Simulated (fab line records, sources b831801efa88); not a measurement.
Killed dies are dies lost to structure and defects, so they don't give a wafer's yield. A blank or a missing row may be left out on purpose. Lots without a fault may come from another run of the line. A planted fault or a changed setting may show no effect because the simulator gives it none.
A struck lot beside a sound one | flow sfq_line | 13 steps out of a route of 325
Sound: wafers L207.1, L207.3, L207.5. Struck: wafers L221.1, L221.3, L221.5. The cause comes at the end.
At each step with rows: each side's tool, then ch and its chambers, then its first start. Under that, the readings that differ: sound wafers | struck wafers | difference of the means | sigmas: that difference in standard deviations of wafers without a fault.
alike: readings whose means differ by less than 2 such deviations, and words and numbers that are the same on both sides. not compared: withheld readings, readings that some wafer has no value for, bounds like >300 that may hide the same value, and numbers for which the record gives no deviation and whose values overlap.
The two part at a step that has a row with sigmas, a row that says differs or no value, or rows on one side only. Numbers that don't overlap but have no deviation are shown without sigmas and don't part them. A reading that every wafer of one side lacks parts them only if that side has two wafers or more.

first, 1 step without rows for these wafers: SFQ_TRILAYER_JJ_TRILAYER_DEP_AL_OXIDATION_111 (oxidation time 600 s).
SFQ_TRILAYER_JJ_TRILAYER_DEP_SPUTTER_112: material Nb, target thk 170 nm, time 113.3 s.
  sound on pvd_sputter-05, day 52 14:14; struck on pvd_sputter-06, day 57 17:49
  alike: throttle_valve_pct
SFQ_JJ_RS_MEAS_929: measures by four-point-probe.
  sound on film_metro-02, day 52 14:18; struck on film_metro-03, day 57 17:53
  alike: JJ_NB_RS
then, 6 steps without rows for these wafers: SFQ_TRILAYER_JJ_CE_LITHO_COAT_119 (resist thk 62 nm); SFQ_TRILAYER_JJ_CE_LITHO_COAT_114 (resist thk 600 nm); SFQ_TRILAYER_JJ_CE_LITHO_SOFTBAKE_118; SFQ_TRILAYER_JJ_CE_LITHO_EXPOSE_115 (exposes mask J5, target cd 700 nm); SFQ_TRILAYER_JJ_CE_LITHO_PEB_117 (peb time 60 s); SFQ_TRILAYER_JJ_CE_LITHO_DEVELOP_116 (time 60 s).
SFQ_JJ_OVL_MEAS_931:
  sound on overlay-01, day 52 16:52; struck on overlay-01, day 58 13:26
  reading     | sound  | struck   | difference | sigmas
  J5_OVL (nm) | 10 5 4 | -2 -8 -4 | -11        | -2
SFQ_TRILAYER_JJ_CE_METRO_MEASURE_117:
  sound on cd_sem-02, day 52 16:54; struck on cd_sem-02, day 58 13:28
  reading    | sound             | struck            | difference | sigmas
  cd_nm (nm) | 699.2 698.0 696.9 | 701.6 702.1 701.4 | +3.7       | +3
SFQ_TRILAYER_JJ_CE_BARC_OPEN_RIE_150: chemistry O2, target BARC, target depth 240 nm, time 80 s.
  sound on rie_metal-04 ch 0,1, day 52 18:06; struck on rie_metal-04 ch 0, day 58 14:40
  reading    | sound             | struck            | difference | sigmas
  bias_w (W) | 80.41 79.68 79.86 | 89.13 89.10 89.27 | +9.18      | +37
  alike: drypump_motor_current_A, he_backside_leak_sccm, oes_product_au
  not compared: rf_hours_counter_h
SFQ_TRILAYER_JJ_CE_ETCH_RIE_118: chemistry SF6, target Nb, stops on Al2O3, time 97.7 s, target depth 170 nm.
  sound on rie_metal-04 ch 0,1, day 52 18:11; struck on rie_metal-04 ch 0, day 58 14:51
  alike: bias_w, drypump_motor_current_A, he_backside_leak_sccm, oes_product_au
  not compared: rf_hours_counter_h

WHERE THEY PART
First at SFQ_JJ_OVL_MEAS_931; last, within this record, at SFQ_TRILAYER_JJ_CE_BARC_OPEN_RIE_150. Later steps at which nothing parts them and some readings are alike: SFQ_TRILAYER_JJ_CE_ETCH_RIE_118.

WHY: what the simulator had put in
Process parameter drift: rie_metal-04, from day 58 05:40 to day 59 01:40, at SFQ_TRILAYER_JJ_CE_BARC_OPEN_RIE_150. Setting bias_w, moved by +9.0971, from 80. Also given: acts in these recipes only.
